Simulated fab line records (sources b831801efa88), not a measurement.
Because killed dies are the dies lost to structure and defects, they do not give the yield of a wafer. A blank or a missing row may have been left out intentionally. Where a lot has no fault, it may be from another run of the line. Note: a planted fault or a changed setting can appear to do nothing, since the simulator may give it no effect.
What tool caused it? + flow gf180mcu + 13 lots, 39 wafers sampled, at 4 steps of a route of 602

WHAT EACH GAUGE READ, for each wafer
GF_M5_OVL_MEAS_08.
| lot  | measured     | on         | M5_OVL (nm) |
|------|--------------|------------|-------------|
| L397 | day 26 06:31 | overlay-01 | 1 1 3       |
| L398 | day 26 14:25 | overlay-02 | 1 -7 -9     |
| L399 | day 27 01:16 | overlay-01 | 4 -2 0      |
| L400 | day 27 03:19 | overlay-02 | 3 2 2       |
| L401 | day 27 14:28 | overlay-01 | -10 2 -12   |
| L403 | day 28 04:14 | overlay-01 | 0 -3 -4     |
| L406 | day 29 03:50 | overlay-01 | 0 -7 -1     |
| L407 | day 29 07:38 | overlay-02 | 0 -2 0      |
| L410 | day 30 04:52 | overlay-01 | -3 -7 -3    |
| L413 | day 31 07:10 | overlay-01 | 1 6 11      |
| L418 | day 32 06:11 | overlay-01 | -6 3 -4     |
| L419 | day 32 13:38 | overlay-01 | -5 6 -5     |
| L420 | day 32 18:38 | overlay-01 | -10 -4 0    |

GF_TOP_METAL_RS_MEAS_05: measures by four-point-probe.
| lot  | measured     | on            | TOP_METAL_ALCU_RS (ohm/sq) |
|------|--------------|---------------|----------------------------|
| L397 | day 27 07:07 | film-metro-03 | 0.0319 0.0329 0.0327       |
| L398 | day 27 14:09 | film-metro-03 | 0.0331 0.0332 0.0328       |
| L399 | day 28 00:34 | film-metro-03 | 0.0321 0.0330 0.0331       |
| L400 | day 28 01:54 | film-metro-04 | 0.0321 0.0329 0.0324       |
| L401 | day 28 13:07 | film-metro-04 | 0.0322 0.0320 0.0325       |
| L403 | day 29 02:49 | film-metro-01 | 0.0322 0.0320 0.0316       |
| L406 | day 30 02:26 | film-metro-01 | 0.0330 0.0334 0.0335       |
| L407 | day 30 05:16 | film-metro-01 | 0.0323 0.0323 0.0325       |
| L410 | day 31 02:07 | film-metro-04 | 0.0334 0.0338 0.0333       |
| L413 | day 32 03:05 | film-metro-01 | 0.0334 0.0333 0.0331       |
| L418 | day 33 00:59 | film-metro-01 | 0.0327 0.0335 0.0333       |
| L419 | day 33 08:29 | film-metro-03 | 0.0331 0.0329 0.0332       |
| L420 | day 33 13:28 | film-metro-04 | 0.0323 0.0320 0.0326       |

EACH LOT AND THE TOOL THAT RAN IT (in order: tool; ch and the chambers of the sampled wafers; start)
| lot  | GF_V2_CVD_02                    | GF_M3_SPUTTER_04             |
|------|---------------------------------|------------------------------|
| L397 | pecvd-04 ch 0,1,2, day 19 05:48 | pvd-sputter-01, day 20 08:25 |
| L398 | pecvd-04 ch 0,2, day 19 16:32   | pvd-sputter-02, day 20 18:39 |
| L399 | pecvd-03 ch 0,1,2, day 20 02:41 | pvd-sputter-01, day 21 05:08 |
| L400 | pecvd-04 ch 1,2, day 20 06:45   | pvd-sputter-04, day 21 08:38 |
| L401 | pecvd-04 ch 0,1,2, day 20 19:50 | pvd-sputter-02, day 21 21:32 |
| L403 | pecvd-04 ch 1,2, day 21 13:13   | pvd-sputter-01, day 22 14:46 |
| L406 | pecvd-03 ch 2, day 22 18:14     | pvd-sputter-02, day 23 19:13 |
| L407 | pecvd-01 ch 0,2, day 22 19:30   | pvd-sputter-02, day 23 20:20 |
| L410 | pecvd-03 ch 1,2, day 23 22:45   | pvd-sputter-01, day 24 23:02 |
| L413 | pecvd-01 ch 0,1, day 25 06:15   | pvd-sputter-02, day 26 05:24 |
| L418 | pecvd-03 ch 0,1,2, day 26 11:19 | pvd-sputter-01, day 27 09:27 |
| L419 | pecvd-01 ch 0,1, day 26 17:47   | pvd-sputter-04, day 27 17:09 |
| L420 | pecvd-03 ch 0,1, day 27 03:23   | pvd-sputter-01, day 28 01:29 |
- GF_V2_CVD_02: deposits SiO2 from TEOS, target thk 850 nm, time 94.851 s.
- GF_M3_SPUTTER_04: material TiN, target thk 50 nm, time 41.7 s.

WHAT THE TOOLS THEMSELVES READ (means of the sampled wafers that have a number; where no wafer has one, the mark that the record gives instead)
GF_V2_CVD_02.
| lot  | tool     | heater-power-w (W) | susceptor-temp-C (C) |
|------|----------|--------------------|----------------------|
| L397 | pecvd-04 | 648                | 400.16               |
| L398 | pecvd-04 | 623                | 399.86               |
| L399 | pecvd-03 | 633                | 400.12               |
| L400 | pecvd-04 | 728                | 399.76               |
| L401 | pecvd-04 | 630                | 400.04               |
| L403 | pecvd-04 | 697                | 399.84               |
| L406 | pecvd-03 | 536                | 399.93               |
| L407 | pecvd-01 | 584                | 400.07               |
| L410 | pecvd-03 | 646                | 399.89               |
| L413 | pecvd-01 | 706                | 400.17               |
| L418 | pecvd-03 | 653                | 399.97               |
| L419 | pecvd-01 | 720                | 400.00               |
| L420 | pecvd-03 | 607                | 399.95               |

GF_M3_SPUTTER_04.
| lot  | tool           | throttle-valve-pct (%) |
|------|----------------|------------------------|
| L397 | pvd-sputter-01 | 28.7                   |
| L398 | pvd-sputter-02 | 30.4                   |
| L399 | pvd-sputter-01 | 29.3                   |
| L400 | pvd-sputter-04 | 30.9                   |
| L401 | pvd-sputter-02 | 29.7                   |
| L403 | pvd-sputter-01 | 29.6                   |
| L406 | pvd-sputter-02 | 29.3                   |
| L407 | pvd-sputter-02 | 30.0                   |
| L410 | pvd-sputter-01 | 30.3                   |
| L413 | pvd-sputter-02 | 30.5                   |
| L418 | pvd-sputter-01 | 29.1                   |
| L419 | pvd-sputter-04 | 31.5                   |
| L420 | pvd-sputter-01 | 29.2                   |

THE ANSWER, worked out from the rows above alone
Rule: usual is defined by the lots themselves. Put in order of their means at a reading, lots are off if they are a third of the lots or fewer, leave a main group of 4 or more, and stand apart from it by a gap of 3 or more times the standard deviation of the main group's means; of several such gaps the widest counts. A main group whose means are all the same, to the digits that the tables above print for the reading, isn't used. A lot without any number at a reading at which 4 lots or more have one is off too. Any other lot the step has rows for is counted as sound. After the gauges, taken in route order, come the tools' own readings; for these a lot's mean is taken, as printed above. At the first step where some lot is off, the reading lying furthest off is the one used; lots without a number count as furthest.
Across all readings shown, no lot is off: no conclusion can be drawn from this.

WHAT THE SIMULATOR HAD INSERTED
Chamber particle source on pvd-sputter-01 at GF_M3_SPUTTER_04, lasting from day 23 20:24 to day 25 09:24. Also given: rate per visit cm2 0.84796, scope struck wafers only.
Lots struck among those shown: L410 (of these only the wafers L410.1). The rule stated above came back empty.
